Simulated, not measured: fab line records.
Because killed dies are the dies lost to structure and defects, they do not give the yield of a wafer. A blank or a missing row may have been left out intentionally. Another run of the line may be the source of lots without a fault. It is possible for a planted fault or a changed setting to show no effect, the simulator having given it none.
Chamber matching + flow sky130 + 4 sister chambers for SKY_SONOS_ONO_ETCH_15 on rie diel-02
The step etches the open film in CHF3/O2, target depth 19.52 nm, time 7.8 s. 4 wafers are shown with their chamber, then 12 later ones without.

== WAFERS, EACH WITH ITS CHAMBER ==
| wafer  | chamber | drypump motor current A (A) |
|--------|---------|-----------------------------|
| L087.3 | 0       | 5.5                         |
| L091.2 | 1       | 6.3                         |
| L091.3 | 2       | 5.7                         |
| L091.4 | 3       | 5.0                         |

== WAFERS WITHOUT THEIR CHAMBER ==
| wafer  | drypump motor current A (A) |
|--------|-----------------------------|
| L092.4 | 5.0                         |
| L092.5 | 6.3                         |
| L092.6 | 5.7                         |
| L097.1 | 6.3                         |
| L097.2 | 5.6                         |
| L097.4 | 5.0                         |
| L095.1 | 5.7                         |
| L095.3 | 5.6                         |
| L095.6 | 6.3                         |
| L096.2 | 6.3                         |
| L096.3 | 5.5                         |
| L096.4 | 5.0                         |

== THE CHAMBER EACH PASSED THROUGH ==
| wafer  | from the rows above     | in truth |
|--------|-------------------------|----------|
| L092.4 | 3                       | 3        |
| L092.5 | 1                       | 1        |
| L092.6 | 2                       | 2        |
| L097.1 | 1                       | 1        |
| L097.2 | can't be placed: 0 or 2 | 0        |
| L097.4 | 3                       | 3        |
| L095.1 | 2                       | 2        |
| L095.3 | can't be placed: 0 or 2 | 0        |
| L095.6 | 1                       | 1        |
| L096.2 | 1                       | 1        |
| L096.3 | 0                       | 0        |
| L096.4 | 3                       | 3        |
Correct placement for 10 of the 12. Cannot be placed on the basis of these rows: 2; the candidates contain the true chamber in 2. Placed wrongly: 0.
How it was worked out, from the rows above alone: a wafer's distance from a chamber is the root of the sum, over the readings, of the square of ((its reading less the chamber's mean) divided by the reading's scatter). If the next closest chamber is less than 2 further off than the closest, the wafer can't be placed; otherwise it belongs to the closest. Each chamber's mean is taken over the wafers shown for it. The scatter: root of mean squared gap, hidden wafer to nearest shown wafer, with one shown wafer a chamber.
